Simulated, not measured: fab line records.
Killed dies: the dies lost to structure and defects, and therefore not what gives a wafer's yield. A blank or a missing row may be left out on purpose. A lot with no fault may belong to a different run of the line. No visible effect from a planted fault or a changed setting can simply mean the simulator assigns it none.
fab line records | flow sky130
record lots=6 | wafers=18 | lastDay=49
route steps=708 shown NWELL@82 PWDE@84 VT_ADJUST_HVTP@85 PAD_OPEN@708
lots untouched by any fault: they come from a run of this same line in which no faults occurred
startH: hours from the record's first day to the start of the lot's first wafer shown | waitH: hours from the lot's prior step to this one | " as in the row above | L1.1+2: a single row standing in for several wafers | - either no value or no given start | * or withheld: withheld | < > ~ a bound
route shown NAME@n: names a module that has steps shown in the file, with the first one's number in the route | usual: average and standard deviation across the fault-free wafers | same: alike in all rows | chamber/n: place in a boat | sites: each site's reading | _std_site: their standard deviation | _edge_site: outer sites' mean less inner sites' | radiusMm: for every site, how far away it sits from the centre of the wafer | mask NAME#n: copy n | behind: the most recent tool/chamber to have shaped the wafer | hold: what put the lot on hold/how long, in hours/how the hold closed | device: the n, p or np transistor that did not switch | end of line: the tests these same wafers got at the end of their route | a step without rows: its recipe alone | killed: dies that structure and defects cost at the first sort, which is not the same as the wafer's yield | map: a wafer's dies, marking killed ones x, the rest . and places with no die _
set.NAME: the setting as run; set.NAME@STEP: as run at that earlier step | model.NAME: the simulator's own value behind a step, which no gauge read
lots at some steps of the route; a table a step, a row a wafer
services: when a tool's chamber went out of use (startH, in hours from the record's first day, below 0 if earlier), for how many hours, and the reason
## steps
# step SKY_NWELL_RS_MEAS_29
# recipe thkMeasGauge=four-point-probe
# usual NWELL_RS=624.8/1.3
lot.wafer | tool         | chamber | startH | waitH | NWELL_RS[ohm/sq]
L359.2    | filmMetro-01 | -       | 119.70 | 0.1   | 624.9
L359.3    | "            | -       | "      | "     | 624.3
L359.6    | "            | -       | "      | "     | 626.2
L360.4    | filmMetro-01 | -       | 122.27 | 0.1   | 625.9
L360.5    | "            | -       | "      | "     | 626.8
L360.6    | "            | -       | "      | "     | 625.8
L363.2    | filmMetro-01 | -       | 143.38 | 0.1   | 624.9
L363.4    | "            | -       | "      | "     | 625.0
L363.6    | "            | -       | "      | "     | 625.1
L364.1    | filmMetro-02 | -       | 145.31 | 0.1   | 621.0
L364.5    | "            | -       | "      | "     | 624.3
L364.6    | "            | -       | "      | "     | 623.8
L372.1    | filmMetro-01 | -       | 192.03 | 0.1   | 627.1
L372.4    | "            | -       | "      | "     | 626.4
L372.5    | "            | -       | "      | "     | 624.6
L374.1    | filmMetro-01 | -       | 210.87 | 0.1   | 625.0
L374.2    | "            | -       | "      | "     | 623.4
L374.4    | "            | -       | "      | "     | 624.4
# step SKY_NWELL_RS_MEAS_31
# recipe thkMeasGauge=four-point-probe
# usual PWDE_RS=5280/20
lot.wafer | tool         | chamber | startH | waitH | PWDE_RS[ohm/sq]
L359.2    | filmMetro-01 | -       | 119.94 | 0.1   | 5293
L359.3    | "            | -       | "      | "     | 5282
L359.6    | "            | -       | "      | "     | 5300
L360.4    | filmMetro-01 | -       | 122.51 | 0.1   | 5268
L360.5    | "            | -       | "      | "     | 5281
L360.6    | "            | -       | "      | "     | 5295
L363.2    | filmMetro-01 | -       | 143.62 | 0.1   | 5252
L363.4    | "            | -       | "      | "     | 5261
L363.6    | "            | -       | "      | "     | 5266
L364.1    | filmMetro-02 | -       | 145.55 | 0.1   | 5266
L364.5    | "            | -       | "      | "     | 5278
L364.6    | "            | -       | "      | "     | 5278
L372.1    | filmMetro-01 | -       | 192.27 | 0.1   | 5229
L372.4    | "            | -       | "      | "     | 5237
L372.5    | "            | -       | "      | "     | 5227
L374.1    | filmMetro-01 | -       | 211.11 | 0.1   | 5305
L374.2    | "            | -       | "      | "     | 5285
L374.4    | "            | -       | "      | "     | 5305
# step SKY_VT_ADJUST_HVTP_DEHYDRATE_00
# recipe tempC=200 | timeS=60
# step SKY_VT_ADJUST_HVTP_HMDS_01
# recipe primeTimeS=60 | primeTempC=120
# step SKY_VT_ADJUST_HVTP_COAT_02
# recipe resist=NOVOLAK | spinRpm=3000 | resistThkNm=1140
# step SKY_VT_ADJUST_HVTP_SOFTBAKE_03
# recipe tempC=90 | timeS=60 | resist=NOVOLAK
# step SKY_VT_ADJUST_HVTP_EXPOSE_04
# recipe maskId=HVTPM | na=0.6 | sourceShape=conventional | sigmaOuter=0.6 | polarization=unpolarized | targetCdNm=380 | doseMj=140
# step SKY_VT_ADJUST_HVTP_PEB_05
# recipe tempC=withheld | timeS=* | resist=NOVOLAK
# step SKY_VT_ADJUST_HVTP_DEVELOP_06
# recipe resist=NOVOLAK | developer=TMAH | developTimeS=60 | devTempC=23
# step SKY_VT_ADJUST_HVTP_CD_MEAS_07
# recipe targetCdNm=380
# usual cdNm=379.7/2.5
lot.wafer | tool     | chamber | startH | waitH | cdNm
L359.2    | cdSem-01 | -       | 138.23 | 0.1   | 382.0
L359.3    | "        | -       | "      | "     | 380.2
L359.6    | "        | -       | "      | "     | 384.6
L360.4    | cdSem-02 | -       | 140.54 | 0.1   | 378.5
L360.5    | "        | -       | "      | "     | 378.6
L360.6    | "        | -       | "      | "     | 380.6
L363.2    | cdSem-02 | -       | 163.25 | 0.1   | 381.8
L363.4    | "        | -       | "      | "     | 380.9
L363.6    | "        | -       | "      | "     | 379.5
L364.1    | cdSem-01 | -       | 165.05 | 0.1   | 380.5
L364.5    | "        | -       | "      | "     | 381.3
L364.6    | "        | -       | "      | "     | 380.0
L372.1    | cdSem-01 | -       | 212.88 | 0.1   | 384.5
L372.4    | "        | -       | "      | "     | 384.3
L372.5    | "        | -       | "      | "     | 384.3
L374.1    | cdSem-02 | -       | 233.28 | 0.1   | 380.4
L374.2    | "        | -       | "      | "     | 380.4
L374.4    | "        | -       | "      | "     | 378.3
# step SKY_VT_ADJUST_HVTP_OVL_MEAS_08
# usual VT_ADJUST_HVTP_OVL=1.4/1.2
lot.wafer | tool       | chamber | startH | waitH | VT_ADJUST_HVTP_OVL[nm]
L359.2    | overlay-01 | -       | 138.34 | 0.1   | -0.6
L359.3    | "          | -       | "      | "     | 0.5
L359.6    | "          | -       | "      | "     | 0.0
L360.4    | overlay-01 | -       | 140.62 | 0.1   | 1.5
L360.5    | "          | -       | "      | "     | 1.3
L360.6    | "          | -       | "      | "     | 2.8
L363.2    | overlay-01 | -       | 163.36 | 0.1   | -0.3
L363.4    | "          | -       | "      | "     | 0.2
L363.6    | "          | -       | "      | "     | 0.7
L364.1    | overlay-01 | -       | 165.17 | 0.1   | 2.8
L364.5    | "          | -       | "      | "     | 3.0
L364.6    | "          | -       | "      | "     | 3.4
L372.1    | overlay-01 | -       | 213.00 | 0.1   | 3.0
L372.4    | "          | -       | "      | "     | 2.8
L372.5    | "          | -       | "      | "     | 1.8
L374.1    | overlay-01 | -       | 233.40 | 0.1   | 1.5
L374.2    | "          | -       | "      | "     | -0.2
L374.4    | "          | -       | "      | "     | 0.2
# step SKY_VT_ADJUST_HVTP_IMPLANT_09
# recipe species=As | energyKev=150 | doseCm2=4.3e+12 | tiltDeg=withheld
# usual beamEnergyKeV=149.99/0.054
lot.wafer | tool         | chamber | startH | waitH | beamEnergyKeV | model.implant.rpNm | model.implant.drpNm
L359.2    | implanter-03 | 0       | 138.40 | 0.0   | 150.06        | 82.77              | 33.4
L359.3    | "            | 0       | "      | "     | 150.05        | 82.77              | 33.4
L359.6    | "            | 0       | "      | "     | 149.94        | 82.77              | 33.4
L360.4    | implanter-02 | 0       | 140.71 | 0.1   | 150.00        | 84.36              | 33.4
L360.5    | "            | 0       | "      | "     | 149.96        | 84.36              | 33.4
L360.6    | "            | 0       | "      | "     | 150.00        | 84.36              | 33.4
L363.2    | implanter-03 | 0       | 163.41 | 0.0   | 158.08        | 89.88              | 34.9
L363.4    | "            | 0       | "      | "     | 158.13        | 89.88              | 34.9
L363.6    | "            | 0       | "      | "     | 158.15        | 89.88              | 34.9
L364.1    | implanter-03 | 0       | 165.20 | 0.0   | 158.14        | 84.9               | 34.9
L364.5    | "            | 0       | "      | "     | 158.12        | 84.9               | 34.9
L364.6    | "            | 0       | "      | "     | 158.11        | 84.9               | 34.9
L372.1    | implanter-01 | 0       | 213.04 | 0.0   | 149.94        | 83.06              | 33.4
L372.4    | "            | 0       | "      | "     | 149.91        | 83.06              | 33.4
L372.5    | "            | 0       | "      | "     | 150.00        | 83.06              | 33.4
L374.1    | implanter-01 | 0       | 233.44 | 0.0   | 150.13        | 82.97              | 33.4
L374.2    | "            | 0       | "      | "     | 150.11        | 82.97              | 33.4
L374.4    | "            | 0       | "      | "     | 150.14        | 82.97              | 33.4
# step SKY_VT_ADJUST_HVTP_STRIP_10
# recipe chemistry=O2/N2 | powerW=1400 | pressureMtorr=1500 | platenTempC=withheld | o2FlowSccm=3000 | n2FlowSccm=300 | overashFraction=0.5
# usual drypumpMotorCurrentA=5.7/0.31 | oesProductAu=0.717/0.0042 | stripTimeToEndpointS=14.17/0.039
lot.wafer | tool           | chamber | startH | waitH | drypumpMotorCurrentA | oesProductAu | rfHoursCounterH | stripTimeToEndpointS
L359.2    | plasmaAsher-01 | 1       | 138.52 | 0.1   | 5.5                  | 0.715        | 46              | 14.22
L359.3    | "              | 1       | "      | "     | 5.4                  | 0.715        | -               | 14.17
L359.6    | "              | 1       | "      | "     | 5.5                  | 0.718        | -               | 14.17
L360.4    | plasmaAsher-04 | 0       | 140.82 | 0.1   | 6.1                  | 0.707        | -               | 14.24
L360.5    | "              | 1       | "      | "     | 5.7                  | 0.713        | -               | 14.20
L360.6    | "              | 0       | "      | "     | 6.1                  | 0.724        | -               | 14.22
L363.2    | plasmaAsher-04 | 1       | 163.54 | 0.1   | 5.7                  | 0.720        | 4               | 14.14
L363.4    | "              | 0       | "      | "     | 6.1                  | 0.719        | -               | 14.15
L363.6    | "              | 1       | "      | "     | 5.7                  | 0.716        | -               | 14.13
L364.1    | plasmaAsher-04 | 0       | 165.35 | 0.1   | 6.1                  | 0.713        | 4               | 14.14
L364.5    | "              | 1       | "      | "     | 5.7                  | 0.714        | -               | 14.12
L364.6    | "              | 0       | "      | "     | 6.1                  | 0.719        | -               | 14.10
L372.1    | plasmaAsher-01 | 1       | 213.19 | 0.1   | 5.4                  | 0.715        | 53              | 14.17
L372.4    | "              | 0       | "      | "     | 5.6                  | 0.720        | -               | 14.15
L372.5    | "              | 1       | "      | "     | 5.4                  | 0.720        | -               | 14.20
L374.1    | plasmaAsher-03 | 1       | 233.59 | 0.1   | 5.9                  | 0.731        | 55              | 14.18
L374.2    | "              | 0       | "      | "     | 5.2                  | 0.720        | 55              | 14.22
L374.4    | "              | 0       | "      | "     | 5.2                  | 0.715        | -               | 14.13
# step SKY_PAD_OPEN_PROBE_99
# usual killed_at_M0_to_M3=45/6.6 | killed_at_M4_up=3.1/1.6 | killedAtContacts=24/5 | killedAtFrontEnd=14/4.4 | killedAtOther=0.3/0.58 | killedDies=87/9.2 | killedOpen=47/6.7 | killedShort=40/6.4
# same grossDies=492 | killedAtBackSide=0
lot.wafer | tool      | chamber | startH  | waitH | killed_at_M0_to_M3 | killed_at_M4_up | killedAtContacts | killedAtFrontEnd | killedAtOther | killedDies | killedOpen | killedShort | model.etest.tipP.rsOhmSq | model.etest.pfet_01v8_mvt.driveUaUm | model.etest.pfet_01v8_mvt.offLog10AUm | model.etest.pfet_01v8.offLog10AUm | model.etest.pfet_01v8_hvt.offLog10AUm | model.etest.pfet_01v8_mvt.vtSatV | model.etest.pfet_01v8.vtSatV | model.etest.pfet_01v8_mvt.vtV
L359.2    | prober-01 | -       | 1088.17 | 0.1   | 29                 | 4               | 19               | 13               | 1             | 66         | 36         | 30          | 6981                     | 150                                 | -10.93                                | -9.954                            | -13.28                                | -0.5874                          | -0.6012                      | -0.6697
L359.3    | prober-01 | -       | 1088.22 | 0.2   | 54                 | 3               | 21               | 14               | 1             | 93         | 45         | 48          | 6967                     | 153.1                               | -10.73                                | -9.166                            | -12.69                                | -0.5732                          | -0.5382                      | -0.6674
L359.6    | prober-01 | -       | 1088.37 | 0.2   | 30                 | 3               | 19               | 18               | 0             | 70         | 39         | 31          | 6966                     | 147.4                               | -10.97                                | -9.925                            | -13.24                                | -0.5842                          | -0.5906                      | -0.6675
L360.4    | prober-02 | -       | 1096.06 | 0.2   | 49                 | 1               | 16               | 11               | 1             | 78         | 39         | 39          | 6801                     | 155.7                               | -10.23                                | -9.316                            | -12.83                                | -0.5381                          | -0.5366                      | -0.6319
L360.5    | prober-02 | -       | 1096.11 | 0.2   | 39                 | 2               | 18               | 7                | 2             | 68         | 39         | 29          | 6770                     | 157.1                               | -10.2                                 | -9.401                            | -13.07                                | -0.5427                          | -0.552                       | -0.6337
L360.6    | prober-02 | -       | 1096.16 | 0.2   | 33                 | 2               | 23               | 12               | 1             | 71         | 34         | 37          | 6843                     | 157.6                               | -10.2                                 | -9.15                             | -12.79                                | -0.5353                          | -0.5344                      | -0.627
L363.2    | prober-01 | -       | 1116.89 | 0.1   | 31                 | 5               | 16               | 17               | 0             | 69         | 42         | 27          | 6686                     | 160                                 | -9.501                                | -8.851                            | -12.62                                | -0.4764                          | -0.4897                      | -0.5715
L363.4    | prober-01 | -       | 1116.99 | 0.2   | 38                 | 6               | 28               | 11               | 0             | 83         | 38         | 45          | 6691                     | 158.1                               | -9.68                                 | -9.061                            | -12.47                                | -0.4898                          | -0.5097                      | -0.5817
L363.6    | prober-01 | -       | 1117.09 | 0.2   | 45                 | 5               | 16               | 16               | 0             | 82         | 43         | 39          | 6660                     | 165.3                               | -9.504                                | -8.708                            | -12.5                                 | -0.4636                          | -0.4482                      | -0.5629
L364.1    | prober-02 | -       | 1118.34 | 0.1   | 52                 | 2               | 29               | 21               | 0             | 104        | 55         | 49          | 6836                     | 155.7                               | -10.19                                | -9.159                            | -12.86                                | -0.5369                          | -0.5263                      | -0.6291
L364.5    | prober-02 | -       | 1118.54 | 0.2   | 54                 | 7               | 25               | 6                | 0             | 92         | 54         | 38          | 6744                     | 152                                 | -10.68                                | -9.944                            | -13.17                                | -0.5528                          | -0.5808                      | -0.6359
L364.6    | prober-02 | -       | 1118.59 | 0.2   | 48                 | 4               | 25               | 13               | 0             | 90         | 51         | 39          | 6806                     | 152                                 | -10.38                                | -9.47                             | -13.04                                | -0.5499                          | -0.5578                      | -0.638
L372.1    | prober-02 | -       | 1157.11 | 0.1   | 34                 | 3               | 25               | 11               | 0             | 73         | 37         | 36          | 6971                     | 146                                 | -11.19                                | -10.41                            | -13.31                                | -0.5956                          | -0.616                       | -0.6775
L372.4    | prober-02 | -       | 1157.26 | 0.2   | 41                 | 5               | 21               | 28               | 0             | 95         | 58         | 37          | 6856                     | 144.2                               | -11.16                                | -10.46                            | -13.31                                | -0.603                           | -0.6399                      | -0.6806
L372.5    | prober-02 | -       | 1157.31 | 0.2   | 50                 | 6               | 29               | 14               | 2             | 101        | 53         | 48          | 6930                     | 149                                 | -11.04                                | -10.18                            | -13.32                                | -0.5939                          | -0.6037                      | -0.6748
L374.1    | prober-01 | -       | 1183.81 | 0.1   | 40                 | 2               | 28               | 16               | 0             | 86         | 44         | 42          | 6910                     | 152.3                               | -10.77                                | -9.731                            | -13.17                                | -0.5744                          | -0.5774                      | -0.6618
L374.2    | prober-01 | -       | 1183.86 | 0.1   | 40                 | 3               | 39               | 16               | 1             | 99         | 53         | 46          | 6911                     | 149                                 | -10.86                                | -9.77                             | -13.21                                | -0.5885                          | -0.599                       | -0.6713
L374.4    | prober-01 | -       | 1183.96 | 0.2   | 51                 | 1               | 26               | 11               | 0             | 89         | 53         | 36          | 6925                     | 151.6                               | -10.74                                | -9.832                            | -13.13                                | -0.5778                          | -0.5851                      | -0.6636
# killed by level:class
L359.2 LI_CONTACT:geometricParticle:open=7 METAL2:geometricParticle:short=5 LOCAL_INTERCONNECT:geometricParticle:short=4 CONTACT:geometricParticle:open=4 VIA3:geometricParticle:open=4 FIELD_ISO:geometricParticle:open=3 POLY_GATE:geometricParticle:open=3 VIA1:geometricParticle:open=3
L359.3 METAL1:geometricParticle:short=9 CONTACT:geometricParticle:open=8 VIA2:geometricParticle:open=8 LOCAL_INTERCONNECT:geometricParticle:short=7 VIA3:geometricParticle:open=7 VIA1:geometricParticle:open=6 METAL2:geometricParticle:short=6 METAL2:geometricParticle:open=5
L359.6 LI_CONTACT:geometricParticle:open=8 VIA1:geometricParticle:open=8 FIELD_ISO:geometricParticle:short=6 VIA2:geometricParticle:open=6 METAL2:geometricParticle:short=5 CONTACT:geometricParticle:open=5 FIELD_ISO:geometricParticle:open=4 POLY_GATE:geometricParticle:short=4
L360.4 VIA3:geometricParticle:open=10 VIA2:geometricParticle:short=9 VIA1:geometricParticle:open=8 METAL2:geometricParticle:short=5 CONTACT:geometricParticle:open=5 METAL1:geometricParticle:short=5 LI_CONTACT:geometricParticle:open=4 METAL1:geometricParticle:open=4
L360.5 VIA2:geometricParticle:open=11 VIA1:geometricParticle:open=7 LI_CONTACT:geometricParticle:open=6 LOCAL_INTERCONNECT:geometricParticle:short=4 METAL1:geometricParticle:short=4 METAL2:geometricParticle:short=4 VIA2:geometricParticle:short=4 VIA3:geometricParticle:open=4
L360.6 LI_CONTACT:geometricParticle:short=6 CONTACT:geometricParticle:short=6 VIA2:geometricParticle:open=6 VIA3:geometricParticle:open=6 CONTACT:geometricParticle:open=5 FIELD_ISO:geometricParticle:short=4 VIA1:geometricParticle:open=4 POLY_GATE:geometricParticle:open=3
L363.2 LI_CONTACT:geometricParticle:open=7 CONTACT:geometricParticle:open=7 METAL2:geometricParticle:short=7 FIELD_ISO:geometricParticle:open=6 VIA3:geometricParticle:open=6 FIELD_ISO:geometricParticle:short=4 POLY_GATE:geometricParticle:open=4 VIA2:geometricParticle:open=4
L363.4 VIA1:geometricParticle:open=10 CONTACT:geometricParticle:open=9 VIA1:geometricParticle:short=8 LI_CONTACT:geometricParticle:short=6 LI_CONTACT:geometricParticle:open=6 VIA2:geometricParticle:open=5 METAL4:geometricParticle:short=5 FIELD_ISO:geometricParticle:short=4
L363.6 VIA1:geometricParticle:open=10 FIELD_ISO:geometricParticle:open=7 VIA3:geometricParticle:short=7 VIA3:geometricParticle:open=7 METAL2:geometricParticle:short=6 CONTACT:geometricParticle:short=5 VIA2:geometricParticle:open=5 CONTACT:geometricParticle:open=4
L364.1 CONTACT:geometricParticle:open=13 VIA1:geometricParticle:open=10 VIA3:geometricParticle:short=8 VIA3:geometricParticle:open=8 POLY_GATE:geometricParticle:short=7 POLY_GATE:geometricParticle:open=7 METAL3:geometricParticle:short=6 LI_CONTACT:geometricParticle:open=6
L364.5 CONTACT:geometricParticle:open=11 VIA2:geometricParticle:open=11 VIA1:geometricParticle:open=10 VIA3:geometricParticle:open=6 VIA1:geometricParticle:short=6 LOCAL_INTERCONNECT:geometricParticle:short=5 LI_CONTACT:geometricParticle:open=5 METAL1:geometricParticle:short=5
L364.6 VIA1:geometricParticle:open=13 LI_CONTACT:geometricParticle:open=8 CONTACT:geometricParticle:open=8 METAL2:geometricParticle:short=8 POLY_GATE:geometricParticle:open=4 VIA2:geometricParticle:short=4 CONTACT:geometricParticle:short=4 VIA1:geometricParticle:short=4
L372.1 CONTACT:geometricParticle:open=9 VIA1:geometricParticle:open=8 LI_CONTACT:geometricParticle:open=7 METAL2:geometricParticle:short=6 CONTACT:geometricParticle:short=6 METAL1:geometricParticle:short=6 FIELD_ISO:geometricParticle:short=3 POLY_GATE:geometricParticle:short=3
L372.4 VIA1:geometricParticle:open=12 VIA3:geometricParticle:open=8 FIELD_ISO:geometricParticle:open=6 POLY_GATE:geometricParticle:short=6 POLY_GATE:geometricParticle:open=6 LI_CONTACT:geometricParticle:open=6 LOCAL_INTERCONNECT:geometricParticle:short=5 CONTACT:geometricParticle:open=5
L372.5 VIA1:geometricParticle:open=15 CONTACT:geometricParticle:open=10 CONTACT:geometricParticle:short=8 VIA2:geometricParticle:short=6 METAL1:geometricParticle:short=6 FIELD_ISO:geometricParticle:open=5 LI_CONTACT:geometricParticle:open=5 VIA2:geometricParticle:open=5
L374.1 CONTACT:geometricParticle:open=11 CONTACT:geometricParticle:short=10 VIA3:geometricParticle:open=10 VIA1:geometricParticle:open=9 FIELD_ISO:geometricParticle:short=5 POLY_GATE:geometricParticle:short=5 LOCAL_INTERCONNECT:geometricParticle:short=5 METAL2:geometricParticle:short=3
L374.2 LI_CONTACT:geometricParticle:open=16 LOCAL_INTERCONNECT:geometricParticle:short=8 CONTACT:geometricParticle:open=7 VIA1:geometricParticle:open=7 VIA1:geometricParticle:short=6 POLY_GATE:geometricParticle:short=5 VIA2:geometricParticle:short=5 FIELD_ISO:geometricParticle:short=4
L374.4 VIA1:geometricParticle:open=13 VIA3:geometricParticle:open=9 LI_CONTACT:geometricParticle:open=8 CONTACT:geometricParticle:short=8 CONTACT:geometricParticle:open=7 METAL2:geometricParticle:short=5 VIA2:geometricParticle:open=5 VIA3:geometricParticle:short=5
## services
tool           | chamber | startH | hours | kind
plasmaAsher-04 | 0       | 117.75 | -     | clean
plasmaAsher-04 | 1       | 117.75 | -     | clean
implanter-01   | -       | 143.30 | 56.3  | repair
plasmaAsher-01 | -       | 188.37 | 2.8   | pm
plasmaAsher-03 | -       | 207.66 | 15.6  | pm
plasmaAsher-01 | -       | 207.74 | 0.8   | repair
implanter-01   | -       | 228.37 | 2.1   | repair
implanter-02   | -       | 232.71 | 3.6   | repair
## key
firstSign step=SKY_VT_ADJUST_HVTP_IMPLANT_09 | reading=beamEnergyKeV | direction=up | sigmas=99+ | usual=* | struck=*
effect none on later readings
modelEffect step=SKY_VT_ADJUST_HVTP_IMPLANT_09 | value=implant.rpNm | without=83.15 | struck=87.39
modelEffect step=SKY_PAD_OPEN_PROBE_99 | value=etest.tipP.rsOhmSq | without=6904 | struck=6737
metAt SKY_VT_ADJUST_HVTP_IMPLANT_09
struckWafers L363.2,L363.4,L363.6,L364.1,L364.5,L364.6
testerLeftOut L363,L364
onsetBetween 138.40 163.41
fault kind=processParameterDrift | tool=implanter-03 | chamber=- | onsetH=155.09 | steps=SKY_VT_ADJUST_HVTP_IMPLANT_09 | channel=energyKev | offset=* | shape=step | endH=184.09 | actsIn=* | stated=*
# testerLeftOut: of these lots the tester's yield and bins aren't shown, on N5 and GAA mostly nor the transistor test; their killed dies are dies lost to structure and defects alone, not to doping, threshold or leakage, so they don't give the yield
